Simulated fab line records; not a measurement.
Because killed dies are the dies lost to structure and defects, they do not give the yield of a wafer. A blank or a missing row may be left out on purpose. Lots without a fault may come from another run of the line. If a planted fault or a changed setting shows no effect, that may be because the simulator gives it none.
Split-lot experiment	flow sfq line	route with 325 steps; 5 lots, 23 wafers read

THE SPLIT ITSELF
At SFQ_TRILAYER_L0_LITHO_COAT_010 (resist thk 62 nm), the setting spin rpm was moved away from the recipe's 3000 rpm on 8 of the 23 wafers read, by -3.9% to +5.1%. For the rest of the wafers, this setting stayed at what the recipe calls for.

The reading comes from the split's own step.

THE READING
BARC_of_TRILAYER_L0_LITHO_COAT_010.thk nm (the simulator's own value, which no gauge read), in nm, at SFQ_TRILAYER_L0_LITHO_COAT_010 (resist thk 62 nm). The file gives no usual value for it. Here, 15 wafers ran the recipe; their average is 62.08 nm with a standard deviation of 0.16 nm.

wafer	tool, chamber at the split	spin rpm as run, rpm	against the recipe	BARC_of_TRILAYER_L0_LITHO_COAT_010.thk nm, nm	against lot-mates on the recipe
L078.2	litho track-01, 0	3059	+2.0%	61.3	-0.50
L078.3	litho track-01, 0	3059	+2.0%	61.22	-0.58
L078.4	litho track-01, 0	3000	recipe	61.87	-
L078.5	litho track-01, 0	3059	+2.0%	61.21	-0.59
L078.6	litho track-01, 0	3000	recipe	61.73	-
L079.1	litho track-01, 0	3000	recipe	61.98	-
L079.2	litho track-01, 0	3000	recipe	62.27	-
L079.3	litho track-01, 0	3000	recipe	62.27	-
L081.1	litho track-04, 0	2884	-3.9%	63.28	+1.18
L081.2	litho track-04, 0	3000	recipe	61.93	-
L081.4	litho track-04, 0	3000	recipe	62.21	-
L081.5	litho track-04, 0	3000	recipe	62.15	-
L081.6	litho track-04, 0	2884	-3.9%	63.31	+1.21
L083.1	litho track-03, 0	3152	+5.1%	60.5	-1.59
L083.3	litho track-03, 0	3000	recipe	61.99	-
L083.4	litho track-03, 0	3152	+5.1%	60.43	-1.66
L083.5	litho track-03, 0	3000	recipe	62.2	-
L083.6	litho track-03, 0	3152	+5.1%	60.72	-1.38
L084.1	litho track-03, 0	3000	recipe	62.05	-
L084.2	litho track-03, 0	3000	recipe	62.2	-
L084.6	litho track-03, 0	3000	recipe	62.2	-
L084.3	litho track-03, 0	3000	recipe	61.93	-
L084.5	litho track-03, 0	3000	recipe	62.17	-

FIT RESULTS
A straight line over all 23 wafers: BARC_of_TRILAYER_L0_LITHO_COAT_010.thk nm changes by -0.315 nm for each +1% of spin rpm; r = -0.97; the points scatter about the line by 0.16 nm.
The same after taking each lot's own level away (the mean of its wafers on the recipe; 23 wafers): -0.305 nm for each +1%; r = -0.99; scatter 0.11 nm.
On that fit, the largest move of spin rpm shifts the reading by 1.5 nm.
The lots' own levels span 61.800 to 62.173 nm, that is 2.4 times the standard deviation above.
Hence the lot-to-lot level has little effect on the slope; both slopes agree.
Check: with one of the wafers moved furthest among these (+5.1%) left out of the fit, the line predicts -1.52 nm for it against its lot-mates. It came out at -1.59 nm against them.

THE FILE'S OWN FIT
BARC_of_TRILAYER_L0_LITHO_COAT_010.thk nm changes by -0.305 nm for each +1% of spin rpm, r = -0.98.
